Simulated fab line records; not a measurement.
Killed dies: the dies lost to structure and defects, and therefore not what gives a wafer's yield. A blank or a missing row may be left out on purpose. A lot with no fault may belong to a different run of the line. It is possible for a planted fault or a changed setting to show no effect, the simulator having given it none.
fab line records	flow sky130
[record] lots = 5	wafers = 15	last_day = 49
route steps=708 shown GATE_OXIDE@194 POLY_GATE@204 RES_PROTECT@206
lots that met no fault: from a run of the same line without faults
start_h: the number of hours between the record's first day and the start of the first shown wafer of the lot	wait_h: how many hours have passed since the lot's step before this one	" same as the row above	L1.1+2: a row that stands for several wafers	- value missing, or start not given	* or withheld: withheld	< > ~ a bound
route shown NAME@n: a module of which the file shows steps, and the number in the route of the first	usual: mean/standard deviation of fault-free wafers	same: alike in all rows	chamber/n: place in a boat	sites: readings site by site	_std_site: standard deviation across them	_edge_site: mean of outer sites minus mean of inner sites	radius_mm: how far each site lies from the wafer's centre	mask NAME#n: copy n	behind: the tool/chamber that last shaped the wafer	hold: the reason the lot was held/the length of the hold in hours/how it ended	device: whichever transistor did not switch (one of n, p or np)	end of line: at the end of the route, the tests of the same wafers	for a step that has no rows: nothing shown but its recipe	killed: at the first sort, the dies lost to defects and structure; wafer yield is something else	map: shows each die of a wafer: x if killed, . if not, _ if none is there
set.NAME: the setting the step ran with; set.NAME@STEP: the setting that earlier step ran with	model.NAME: the simulator's own value behind a step, which no gauge read
certain route steps with their lots: each step a table, each wafer a row
services: the hour from which a tool's chamber was out of use, counted from the record's first day as start_h (under 0 if before that day), plus the number of hours and why
[[steps]]
[step SKY_GATE_OXIDE_EXPOSE_07]
[recipe] mask_id = LVOM	na = 0.6	source_shape = conventional	sigma_outer = 0.6	polarization = unpolarized	target_cd_nm = 600	dose_mj = 170
[usual] exposure_dose_mJ_cm2 = 169.99/0.16	reticle_temp_C = 22.99/0.11
lot.wafer	tool	chamber	start_h	wait_h	mask	exposure_dose_mJ_cm2	reticle_temp_C
L077.1	iline_stepper-02	0	-	-	LVOM#0	170.01	22.91
L077.2	"	0	"	"	LVOM#0	169.98	22.90
L077.6	"	0	"	"	LVOM#0	169.99	22.74
L085.2	iline_stepper-02	0	-	-	LVOM#0	169.68	22.92
L085.3	"	0	"	"	LVOM#0	169.55	23.13
L085.4	"	0	"	"	LVOM#0	169.79	22.94
L088.2	iline_stepper-02	0	-	-	LVOM#0	169.94	22.79
L088.5	"	0	"	"	LVOM#0	170.04	22.98
L088.6	"	0	"	"	LVOM#0	169.97	23.08
L092.2	iline_stepper-01	0	-	-	LVOM#0	169.78	22.94
L092.4	"	0	"	"	LVOM#0	169.61	22.98
L092.5	"	0	"	"	LVOM#0	169.85	23.07
L094.3	iline_stepper-01	0	-	-	LVOM#0	170.06	23.09
L094.4	"	0	"	"	LVOM#0	169.81	23.07
L094.5	"	0	"	"	LVOM#0	169.88	23.11
[step SKY_GATE_OXIDE_PEB_08]
[recipe] temp_c = withheld	time_s = *	resist = NOVOLAK
[usual] chill_plate_temp_C = *
lot.wafer	tool	chamber	start_h	wait_h	chill_plate_temp_C
L077.1	litho_track-04	0	-	-	*
L077.2	"	0	"	"	*
L077.6	"	0	"	"	*
L085.2	litho_track-04	0	-	-	*
L085.3	"	0	"	"	*
L085.4	"	0	"	"	*
L088.2	litho_track-04	0	-	-	*
L088.5	"	0	"	"	*
L088.6	"	0	"	"	*
L092.2	litho_track-03	0	-	-	*
L092.4	"	0	"	"	*
L092.5	"	0	"	"	*
L094.3	litho_track-01	0	-	-	*
L094.4	"	0	"	"	*
L094.5	"	0	"	"	*
[step SKY_GATE_OXIDE_DEVELOP_09]
[recipe] resist = NOVOLAK	developer = TMAH	develop_time_s = 60	dev_temp_c = 23
[usual] chill_plate_temp_C = 23.02/0.11
lot.wafer	tool	chamber	start_h	wait_h	chill_plate_temp_C
L077.1	litho_track-04	0	357.68	0.1	23.13
L077.2	"	0	"	"	23.18
L077.6	"	0	"	"	23.23
L085.2	litho_track-04	0	417.61	0.1	22.92
L085.3	"	0	"	"	23.12
L085.4	"	0	"	"	23.13
L088.2	litho_track-04	0	427.56	0.1	22.89
L088.5	"	0	"	"	22.98
L088.6	"	0	"	"	22.95
L092.2	litho_track-03	0	459.39	0.1	23.01
L092.4	"	0	"	"	23.03
L092.5	"	0	"	"	22.82
L094.3	litho_track-01	0	480.42	0.1	23.19
L094.4	"	0	"	"	23.08
L094.5	"	0	"	"	23.09
[step SKY_GATE_OXIDE_OVL_MEAS_10]
[usual] GATE_OXIDE_OVL = 1.2/1.6
lot.wafer	tool	chamber	start_h	wait_h	GATE_OXIDE_OVL[nm]
L077.1	overlay-01	-	357.83	0.1	1.2
L077.2	"	-	"	"	3.5
L077.6	"	-	"	"	1.8
L085.2	overlay-01	-	417.74	0.1	-0.1
L085.3	"	-	"	"	0.7
L085.4	"	-	"	"	-0.8
L088.2	overlay-01	-	427.69	0.1	0.6
L088.5	"	-	"	"	0.2
L088.6	"	-	"	"	1.2
L092.2	overlay-02	-	459.52	0.1	-0.7
L092.4	"	-	"	"	-0.7
L092.5	"	-	"	"	-0.2
L094.3	overlay-01	-	480.53	0.1	0.3
L094.4	"	-	"	"	2.2
L094.5	"	-	"	"	3.3
[step SKY_GATE_OXIDE_IMPLANT_11]
[recipe] species = B	energy_kev = 10	dose_cm2 = 2.6e+12	tilt_deg = withheld
lot.wafer	tool	chamber	start_h	wait_h
L077.1+2+6	implanter-02	0	357.87	0.0
L085.2+3+4	implanter-04	0	417.79	0.0
L088.2+5+6	implanter-02	0	427.74	0.0
L092.2+4+5	implanter-03	0	459.57	0.0
L094.3+4+5	implanter-04	0	480.60	0.1
[step SKY_GATE_OXIDE_WET_ETCH_12]
[recipe] chemistry = dHF	target_depth_nm = 16.8	dry = n2_spin	target = SiO2	dilution = 100:1	temp_c = 25	time_s = 336
lot.wafer	tool	chamber	start_h	wait_h
L077.1+2+6	wet_bench-03	3	358.02	0.1
L085.2+3+4	wet_bench-04	0	417.92	0.1
L088.2+5+6	wet_bench-03	0	427.87	0.1
L092.2+4+5	wet_bench-03	0	459.70	0.1
L094.3+4+5	wet_bench-01	3	480.70	0.1
[step SKY_GATE_OXIDE_STRIP_13]
[recipe] chemistry = O2/N2	power_w = 1400	pressure_mtorr = 1500	platen_temp_c = withheld	o2_flow_sccm = 3000	n2_flow_sccm = 300	overash_fraction = 0.5
[usual] drypump_motor_current_A = 5.3/0.44	oes_product_au = 0.715/0.0047	strip_time_to_endpoint_s = 14.21/0.036
lot.wafer	tool	chamber	start_h	wait_h	drypump_motor_current_A	oes_product_au	rf_hours_counter_h	strip_time_to_endpoint_s
L077.1	plasma_asher-04	0	358.12	0.0	5.7	0.725	65	14.18
L077.2	"	1	"	"	5.2	0.716	65	14.20
L077.6	"	0	"	"	5.7	0.721	-	14.16
L085.2	plasma_asher-04	1	418.02	0.0	5.2	0.713	71	14.26
L085.3	"	0	"	"	5.7	0.723	-	14.25
L085.4	"	1	"	"	5.2	0.714	-	14.28
L088.2	plasma_asher-03	1	427.97	0.0	4.9	0.717	27	14.22
L088.5	"	0	"	"	4.9	0.718	-	14.18
L088.6	"	1	"	"	4.9	0.714	-	14.22
L092.2	plasma_asher-01	0	459.80	0.0	6.0	0.714	76	14.21
L092.4	"	0	"	"	6.1	0.719	-	14.18
L092.5	"	0	"	"	6.0	0.709	-	14.23
L094.3	plasma_asher-04	1	480.85	0.0	5.2	0.712	-	14.18
L094.4	"	0	"	"	5.7	0.721	-	14.24
L094.5	"	0	"	"	5.7	0.708	-	14.24
[step SKY_GATE_OXIDE_TW_MEAS_14]
[usual] GATE_OXIDE_TW = 225.4/1.3
lot.wafer	tool	chamber	start_h	wait_h	GATE_OXIDE_TW
L077.1	film_metro-03	-	358.22	0.1	224.7
L077.2	"	-	"	"	222.8
L077.6	"	-	"	"	223.4
L085.2	film_metro-03	-	418.13	0.1	224.0
L085.3	"	-	"	"	223.5
L085.4	"	-	"	"	223.4
L088.2	film_metro-02	-	428.08	0.1	229.6
L088.5	"	-	"	"	227.1
L088.6	"	-	"	"	227.4
L092.2	film_metro-04	-	459.91	0.1	226.1
L092.4	"	-	"	"	226.0
L092.5	"	-	"	"	226.4
L094.3	film_metro-04	-	480.94	0.1	226.1
L094.4	"	-	"	"	226.8
L094.5	"	-	"	"	227.1
[step SKY_GATE_OXIDE_CLEAN_15]
[recipe] chemistry = SC1/SC2	mix = 1:4:20	temp_c = 70	time_s = 150	dry = n2_spin
lot.wafer	tool	chamber	start_h	wait_h
L077.1+2+6	wet_bench-01	1	358.28	0.1
L085.2+3+4	wet_bench-04	1	418.18	0.0
L088.2+5+6	wet_bench-01	2	428.13	0.0
L092.2+4+5	wet_bench-03	1	459.96	0.0
L094.3+4+5	wet_bench-03	2	480.98	0.0
[step SKY_GATE_OXIDE_OXIDATION_16]
[recipe] temp_c = 800	ambient = O2	idle_temp_c = 700	ramp_up_c_per_min = 10	ramp_down_c_per_min = 3	stabilise_s = 600	purge_s = 300	target_thk_a = 35.7	ox_time_s = 1915
[usual] spike_tc_centre_C = 801.2/1
[same] ox_time_s = 1915
lot.wafer	tool	chamber	start_h	wait_h	spike_tc_centre_C
L077.1	furnace-01	0	358.71	0.3	801.3
L077.2	"	0	"	"	802.7
L077.6	"	0	"	"	801.9
L085.2	furnace-02	0	419.53	1.3	802.3
L085.3	"	0	"	"	799.5
L085.4	"	0	"	"	801.4
L088.2	furnace-01	0	429.53	1.4	801.4
L088.5	"	0	"	"	800.4
L088.6	"	0	"	"	800.5
L092.2	furnace-01	0	460.26	0.3	801.5
L092.4	"	0	"	"	800.9
L092.5	"	0	"	"	801.3
L094.3	furnace-01	0	481.03	0.0	801.3
L094.4	"	0	"	"	799.9
L094.5	"	0	"	"	800.9
[step SKY_POLY_GATE_CVD_00]
[recipe] material = poly-Si	target_thk_nm = 180	temp_c = 620	time_s = 720	pressure_mtorr = 200
[usual] pressure_mtorr = 200.0/0.34	spike_tc_centre_C = 620.5/1.3
lot.wafer	tool	chamber	start_h	wait_h	pressure_mtorr	spike_tc_centre_C
L077.1	lpcvd-01	0	360.24	0.0	199.7	621.7
L077.2	"	0	"	"	200.1	621.9
L077.6	"	0	"	"	199.5	621.2
L085.2	lpcvd-01	1	421.06	0.0	200.6	620.8
L085.3	"	1	"	"	200.5	619.7
L085.4	"	1	"	"	200.1	620.7
L088.2	lpcvd-01	1	431.06	0.0	199.8	619.6
L088.5	"	1	"	"	199.8	619.6
L088.6	"	1	"	"	200.0	620.5
L092.2	lpcvd-01	0	461.79	0.0	199.9	621.8
L092.4	"	0	"	"	199.6	621.5
L092.5	"	0	"	"	199.8	621.4
L094.3	lpcvd-01	0	482.56	0.0	200.0	621.3
L094.4	"	0	"	"	200.2	621.9
L094.5	"	0	"	"	199.3	621.3
[step SKY_POLY_GATE_THK_MEAS_01]
[recipe] reads = poly-Si_of_POLY_GATE_CVD_00
[usual] POLY_GATE_CVD_00_THK = 178.6/2
lot.wafer	tool	chamber	start_h	wait_h	POLY_GATE_CVD_00_THK[nm]
L077.1	film_metro-02	-	361.44	0.0	176.1
L077.2	"	-	"	"	177.4
L077.6	"	-	"	"	178.0
L085.2	film_metro-04	-	422.27	0.0	176.8
L085.3	"	-	"	"	177.3
L085.4	"	-	"	"	176.5
L088.2	film_metro-04	-	432.27	0.0	180.1
L088.5	"	-	"	"	181.0
L088.6	"	-	"	"	180.2
L092.2	film_metro-01	-	463.00	0.0	179.0
L092.4	"	-	"	"	179.2
L092.5	"	-	"	"	180.4
L094.3	film_metro-01	-	483.78	0.0	180.8
L094.4	"	-	"	"	179.9
L094.5	"	-	"	"	178.6
[step SKY_RES_PROTECT_DEHYDRATE_00]
[recipe] temp_c = 200	time_s = 60
[usual] chill_plate_temp_C = 22.99/0.11
lot.wafer	tool	chamber	start_h	wait_h	chill_plate_temp_C
L077.1	litho_track-02	0	374.30	12.8	22.99
L077.2	"	0	"	"	22.80
L077.6	"	0	"	"	22.90
L085.2	litho_track-02	0	436.92	14.6	22.87
L085.3	"	0	"	"	23.13
L085.4	"	0	"	"	23.00
L088.2	litho_track-01	0	447.39	15.1	22.95
L088.5	"	0	"	"	23.09
L088.6	"	0	"	"	22.96
L092.2	litho_track-02	0	477.27	14.3	22.93
L092.4	"	0	"	"	22.81
L092.5	"	0	"	"	22.87
L094.3	litho_track-02	0	498.84	15.1	22.86
L094.4	"	0	"	"	22.96
L094.5	"	0	"	"	23.06
[step SKY_RES_PROTECT_HMDS_01]
[recipe] prime_time_s = 60	prime_temp_c = 120
[usual] chill_plate_temp_C = 22.98/0.11	prime_temp_c = 120.00/0.15
lot.wafer	tool	chamber	start_h	wait_h	chill_plate_temp_C	prime_temp_c
L077.1	litho_track-02	0	374.45	0.1	22.86	119.96
L077.2	"	0	"	"	23.00	120.09
L077.6	"	0	"	"	22.95	120.04
L085.2	litho_track-02	0	437.07	0.1	22.90	120.28
L085.3	"	0	"	"	23.13	120.18
L085.4	"	0	"	"	23.03	120.06
L088.2	litho_track-01	0	447.54	0.1	22.98	120.17
L088.5	"	0	"	"	23.08	120.20
L088.6	"	0	"	"	23.10	120.24
L092.2	litho_track-02	0	477.42	0.1	22.87	120.12
L092.4	"	0	"	"	22.93	120.13
L092.5	"	0	"	"	22.90	120.29
L094.3	litho_track-02	0	498.99	0.1	23.11	119.74
L094.4	"	0	"	"	22.90	119.81
L094.5	"	0	"	"	23.16	119.74
[step SKY_RES_PROTECT_COAT_02]
[recipe] resist = NOVOLAK	spin_rpm = 3000	resist_thk_nm = 1140
[usual] chill_plate_temp_C = 22.97/0.12
lot.wafer	tool	chamber	start_h	wait_h	chill_plate_temp_C
L077.1	litho_track-02	0	374.60	0.1	22.79
L077.2	"	0	"	"	22.87
L077.6	"	0	"	"	22.85
L085.2	litho_track-02	0	437.22	0.1	23.17
L085.3	"	0	"	"	23.01
L085.4	"	0	"	"	23.01
L088.2	litho_track-01	0	447.69	0.1	23.15
L088.5	"	0	"	"	23.09
L088.6	"	0	"	"	23.15
L092.2	litho_track-02	0	477.57	0.1	23.07
L092.4	"	0	"	"	23.12
L092.5	"	0	"	"	23.09
L094.3	litho_track-02	0	499.14	0.1	22.79
L094.4	"	0	"	"	22.72
L094.5	"	0	"	"	22.86
[step SKY_RES_PROTECT_SOFTBAKE_03]
[recipe] temp_c = 90	time_s = 60	resist = NOVOLAK
[usual] chill_plate_temp_C = 22.99/0.12
lot.wafer	tool	chamber	start_h	wait_h	chill_plate_temp_C
L077.1	litho_track-02	0	374.75	0.1	22.99
L077.2	"	0	"	"	23.01
L077.6	"	0	"	"	22.99
L085.2	litho_track-02	0	437.37	0.1	22.79
L085.3	"	0	"	"	22.99
L085.4	"	0	"	"	22.87
L088.2	litho_track-01	0	447.84	0.1	23.05
L088.5	"	0	"	"	23.02
L088.6	"	0	"	"	23.04
L092.2	litho_track-02	0	477.72	0.1	22.97
L092.4	"	0	"	"	23.00
L092.5	"	0	"	"	22.99
L094.3	litho_track-02	0	499.29	0.1	23.07
L094.4	"	0	"	"	22.98
L094.5	"	0	"	"	23.05
[step SKY_RES_PROTECT_EXPOSE_04]
[recipe] mask_id = RPM	na = 0.6	source_shape = conventional	sigma_outer = 0.6	polarization = unpolarized	target_cd_nm = 1270	dose_mj = 131
[usual] exposure_dose_mJ_cm2 = 131.01/0.13	reticle_temp_C = 22.99/0.096
lot.wafer	tool	chamber	start_h	wait_h	mask	exposure_dose_mJ_cm2	reticle_temp_C
L077.1	iline_stepper-02	0	-	-	RPM#0	130.87	22.96
L077.2	"	0	"	"	RPM#0	130.94	22.86
L077.6	"	0	"	"	RPM#0	130.87	22.89
L085.2	iline_stepper-01	0	-	-	RPM#0	130.91	23.00
L085.3	"	0	"	"	RPM#0	131.04	23.00
L085.4	"	0	"	"	RPM#0	131.06	23.00
L088.2	iline_stepper-01	0	-	-	RPM#0	131.00	23.13
L088.5	"	0	"	"	RPM#0	131.14	23.10
L088.6	"	0	"	"	RPM#0	131.01	23.06
L092.2	iline_stepper-02	0	-	-	RPM#0	131.26	22.92
L092.4	"	0	"	"	RPM#0	131.18	22.86
L092.5	"	0	"	"	RPM#0	131.29	23.07
L094.3	iline_stepper-01	0	-	-	RPM#0	130.90	23.16
L094.4	"	0	"	"	RPM#0	130.96	23.02
L094.5	"	0	"	"	RPM#0	131.00	22.86
[step SKY_RES_PROTECT_PEB_05]
[recipe] temp_c = withheld	time_s = *	resist = NOVOLAK
[usual] chill_plate_temp_C = *
lot.wafer	tool	chamber	start_h	wait_h	chill_plate_temp_C
L077.1	litho_track-01	0	-	-	*
L077.2	"	0	"	"	*
L077.6	"	0	"	"	*
L085.2	litho_track-04	0	-	-	*
L085.3	"	0	"	"	*
L085.4	"	0	"	"	*
L088.2	litho_track-04	0	-	-	*
L088.5	"	0	"	"	*
L088.6	"	0	"	"	*
L092.2	litho_track-01	0	-	-	*
L092.4	"	0	"	"	*
L092.5	"	0	"	"	*
L094.3	litho_track-02	0	-	-	*
L094.4	"	0	"	"	*
L094.5	"	0	"	"	*
[step SKY_RES_PROTECT_DEVELOP_06]
[recipe] resist = NOVOLAK	developer = TMAH	develop_time_s = 60	dev_temp_c = 23
[usual] chill_plate_temp_C = 23.01/0.11
lot.wafer	tool	chamber	start_h	wait_h	chill_plate_temp_C
L077.1	litho_track-01	0	388.62	0.1	22.93
L077.2	"	0	"	"	22.93
L077.6	"	0	"	"	22.94
L085.2	litho_track-04	0	452.85	0.1	22.99
L085.3	"	0	"	"	22.96
L085.4	"	0	"	"	23.00
L088.2	litho_track-04	0	463.10	0.1	23.06
L088.5	"	0	"	"	23.03
L088.6	"	0	"	"	23.12
L092.2	litho_track-01	0	492.54	0.1	22.95
L092.4	"	0	"	"	23.00
L092.5	"	0	"	"	22.91
L094.3	litho_track-02	0	514.44	0.1	23.14
L094.4	"	0	"	"	23.13
L094.5	"	0	"	"	22.88
[step SKY_POLY_GATE_IMPLANT_02]
[recipe] species = P	energy_kev = 30	dose_cm2 = 7.7e+15	tilt_deg = 0
lot.wafer	tool	chamber	start_h	wait_h
L077.1+2+6	implanter-04	0	388.77	0.1
L085.2+3+4	implanter-01	0	453.00	0.1
L088.2+5+6	implanter-03	0	463.25	0.1
L092.2+4+5	implanter-04	0	492.69	0.1
L094.3+4+5	implanter-04	0	514.59	0.1
[step SKY_RES_PROTECT_STRIP_07]
[recipe] chemistry = O2/N2	power_w = 1400	pressure_mtorr = 1500	platen_temp_c = withheld	o2_flow_sccm = 3000	n2_flow_sccm = 300	overash_fraction = 0.5
[usual] drypump_motor_current_A = 5.8/0.5	oes_product_au = 0.518/0.0047	strip_time_to_endpoint_s = 23.32/0.041
lot.wafer	tool	chamber	start_h	wait_h	drypump_motor_current_A	oes_product_au	rf_hours_counter_h	strip_time_to_endpoint_s
L077.1	plasma_asher-02	1	388.92	0.1	6.4	0.516	58	23.32
L077.2	"	0	"	"	5.9	0.517	58	23.33
L077.6	"	1	"	"	6.4	0.516	-	23.35
L085.2	plasma_asher-01	1	453.13	0.1	4.9	0.519	75	23.37
L085.3	"	1	"	"	5.0	0.513	-	23.38
L085.4	"	0	"	"	6.0	0.516	-	23.37
L088.2	plasma_asher-02	1	463.38	0.1	6.4	0.522	67	23.26
L088.5	"	1	"	"	6.4	0.518	-	23.27
L088.6	"	0	"	"	5.9	0.521	-	23.20
L092.2	plasma_asher-01	0	492.82	0.1	6.0	0.522	79	23.27
L092.4	"	1	"	"	4.9	0.514	-	23.31
L092.5	"	0	"	"	6.0	0.518	-	23.30
L094.3	plasma_asher-04	0	514.73	0.1	5.7	0.522	-	23.40
L094.4	"	1	"	"	5.2	0.508	-	23.37
L094.5	"	1	"	"	5.2	0.521	-	23.37
[step SKY_RES_PROTECT_TW_MEAS_08]
[usual] POLY_GATE_TW = 4054/21
lot.wafer	tool	chamber	start_h	wait_h	POLY_GATE_TW
L077.1	film_metro-02	-	389.02	0.1	4036
L077.2	"	-	"	"	4042
L077.6	"	-	"	"	4054
L085.2	film_metro-02	-	453.24	0.1	4083
L085.3	"	-	"	"	4098
L085.4	"	-	"	"	4059
L088.2	film_metro-01	-	463.49	0.1	4051
L088.5	"	-	"	"	4034
L088.6	"	-	"	"	4047
L092.2	film_metro-02	-	492.93	0.1	4054
L092.4	"	-	"	"	4054
L092.5	"	-	"	"	4062
L094.3	film_metro-01	-	514.81	0.1	4041
L094.4	"	-	"	"	4052
L094.5	"	-	"	"	4034
[step SKY_RES_PROTECT_CLEAN_09]
[recipe] chemistry = SC1/SC2	mix = 1:4:20	temp_c = 70	time_s = 150	dry = n2_spin
lot.wafer	tool	chamber	start_h	wait_h
L077.1+2+6	wet_bench-01	2	389.08	0.1
L085.2+3+4	wet_bench-01	3	453.29	0.0
L088.2+5+6	wet_bench-01	3	463.54	0.0
L092.2+4+5	wet_bench-02	3	492.98	0.0
L094.3+4+5	wet_bench-01	3	514.85	0.0
[step SKY_POLY_GATE_CVD_03]
[recipe] material = Si3N4	precursor = DCS/NH3	target_thk_nm = 75	temp_c = 770	time_s = 1290	pressure_mtorr = 250
[usual] pressure_mtorr = 249.9/0.5	spike_tc_centre_C = 771.4/1.3
lot.wafer	tool	chamber	start_h	wait_h	pressure_mtorr	spike_tc_centre_C
L077.1	lpcvd-02	0	390.62	1.5	249.5	772.1
L077.2	"	0	"	"	250.0	772.5
L077.6	"	0	"	"	249.6	772.9
L085.2	lpcvd-02	0	453.34	0.0	249.3	772.0
L085.3	"	0	"	"	249.2	773.1
L085.4	"	0	"	"	249.3	772.2
L088.2	lpcvd-02	1	463.59	0.0	250.2	770.4
L088.5	"	1	"	"	250.1	768.8
L088.6	"	1	"	"	249.4	770.5
L092.2	lpcvd-02	0	493.03	0.0	249.4	772.9
L092.4	"	0	"	"	250.1	773.2
L092.5	"	0	"	"	249.6	771.2
L094.3	lpcvd-02	1	516.16	1.3	249.6	771.6
L094.4	"	1	"	"	249.4	768.7
L094.5	"	1	"	"	249.4	769.5
[step SKY_POLY_GATE_THK_MEAS_04]
[recipe] reads = Si3N4_of_POLY_GATE_CVD_03
[usual] POLY_GATE_CVD_03_THK = 74.9/0.63
lot.wafer	tool	chamber	start_h	wait_h	POLY_GATE_CVD_03_THK[nm]
L077.1	film_metro-02	-	391.97	0.0	74.9
L077.2	"	-	"	"	74.7
L077.6	"	-	"	"	74.5
L085.2	film_metro-01	-	454.71	0.0	74.2
L085.3	"	-	"	"	75.1
L085.4	"	-	"	"	74.4
L088.2	film_metro-01	-	464.96	0.0	75.1
L088.5	"	-	"	"	74.5
L088.6	"	-	"	"	75.1
L092.2	film_metro-02	-	494.40	0.0	75.7
L092.4	"	-	"	"	75.3
L092.5	"	-	"	"	75.0
L094.3	film_metro-04	-	517.53	0.0	74.7
L094.4	"	-	"	"	74.1
L094.5	"	-	"	"	74.9
[step SKY_POLY_GATE_DEHYDRATE_05]
[recipe] temp_c = 200	time_s = 60
[usual] chill_plate_temp_C = 22.99/0.097
lot.wafer	tool	chamber	start_h	wait_h	chill_plate_temp_C
L077.1	litho_track-02	0	405.85	13.9	22.91
L077.2	"	0	"	"	22.88
L077.6	"	0	"	"	22.79
L085.2	litho_track-03	0	469.04	14.3	23.04
L085.3	"	0	"	"	22.99
L085.4	"	0	"	"	22.93
L088.2	litho_track-03	0	479.64	14.7	23.05
L088.5	"	0	"	"	22.98
L088.6	"	0	"	"	23.06
L092.2	litho_track-03	0	508.74	14.3	23.20
L092.4	"	0	"	"	22.98
L092.5	"	0	"	"	23.11
L094.3	litho_track-01	0	531.67	14.1	22.94
L094.4	"	0	"	"	22.88
L094.5	"	0	"	"	23.07
[step SKY_POLY_GATE_HMDS_06]
[recipe] prime_time_s = 60	prime_temp_c = 120
[usual] chill_plate_temp_C = 23.03/0.12	prime_temp_c = 120.01/0.13
lot.wafer	tool	chamber	start_h	wait_h	chill_plate_temp_C	prime_temp_c
L077.1	litho_track-02	0	406.00	0.1	23.00	119.89
L077.2	"	0	"	"	22.99	119.72
L077.6	"	0	"	"	23.01	120.07
L085.2	litho_track-03	0	469.19	0.1	23.03	120.12
L085.3	"	0	"	"	23.07	120.02
L085.4	"	0	"	"	23.08	120.20
L088.2	litho_track-03	0	479.79	0.1	22.92	119.89
L088.5	"	0	"	"	22.99	119.71
L088.6	"	0	"	"	23.19	119.94
L092.2	litho_track-03	0	508.89	0.1	23.19	119.85
L092.4	"	0	"	"	23.13	119.87
L092.5	"	0	"	"	23.41	119.92
L094.3	litho_track-01	0	531.82	0.1	23.14	120.03
L094.4	"	0	"	"	22.98	120.08
L094.5	"	0	"	"	23.20	120.05
[step SKY_POLY_GATE_COAT_07]
[recipe] resist = BARC	temp_c = withheld	time_s = withheld	spin_rpm = 3000	resist_thk_nm = 110
[usual] chill_plate_temp_C = *
lot.wafer	tool	chamber	start_h	wait_h	chill_plate_temp_C
L077.1	litho_track-02	0	406.15	0.1	*
L077.2	"	0	"	"	*
L077.6	"	0	"	"	*
L085.2	litho_track-03	0	469.34	0.1	*
L085.3	"	0	"	"	*
L085.4	"	0	"	"	*
L088.2	litho_track-03	0	479.94	0.1	*
L088.5	"	0	"	"	*
L088.6	"	0	"	"	*
L092.2	litho_track-03	0	509.04	0.1	*
L092.4	"	0	"	"	*
L092.5	"	0	"	"	*
L094.3	litho_track-01	0	531.97	0.1	*
L094.4	"	0	"	"	*
L094.5	"	0	"	"	*
[step SKY_POLY_GATE_COAT_08]
[recipe] resist = KrF-thick	spin_rpm = 3000	resist_thk_nm = 450
[usual] chill_plate_temp_C = 23.02/0.089
lot.wafer	tool	chamber	start_h	wait_h	chill_plate_temp_C
L077.1	litho_track-02	0	-	-	23.10
L077.2	"	0	"	"	23.02
L077.6	"	0	"	"	23.05
L085.2	litho_track-03	0	-	-	22.95
L085.3	"	0	"	"	23.14
L085.4	"	0	"	"	22.96
L088.2	litho_track-03	0	-	-	23.08
L088.5	"	0	"	"	23.09
L088.6	"	0	"	"	23.03
L092.2	litho_track-03	0	-	-	23.18
L092.4	"	0	"	"	23.01
L092.5	"	0	"	"	23.15
L094.3	litho_track-01	0	-	-	23.08
L094.4	"	0	"	"	23.10
L094.5	"	0	"	"	23.10
[[services]]
tool	chamber	start_h	hours	kind
implanter-04	-	341.82	0.7	repair
furnace-02	-	343.27	3.9	pm
iline_stepper-02	-	344.87	1.7	pm
implanter-04	-	351.85	7.4	pm
implanter-01	-	373.43	2.2	pm
implanter-02	-	379.07	13.7	pm
iline_stepper-02	-	379.54	0.6	repair
plasma_asher-02	-	387.77	0.6	repair
iline_stepper-01	-	396.13	1.7	pm
implanter-02	-	400.51	3.2	repair
implanter-03	-	403.18	5.1	repair
wet_bench-04	-	403.41	4.9	repair
implanter-02	-	405.88	5.0	pm
wet_bench-03	-	418.17	4.1	repair
plasma_asher-04	-	421.25	9.0	pm
plasma_asher-04	-	423.54	0.4	repair
lpcvd-02	-	430.41	0.5	repair
plasma_asher-01	-	437.62	14.6	pm
plasma_asher-04	-	451.88	13.1	repair
implanter-02	-	463.37	1.7	repair
plasma_asher-04	-	468.82	4.3	repair
implanter-02	-	473.87	3.5	repair
implanter-03	-	501.11	1.0	repair
wet_bench-03	-	502.46	3.4	repair
[[key]]
fault none
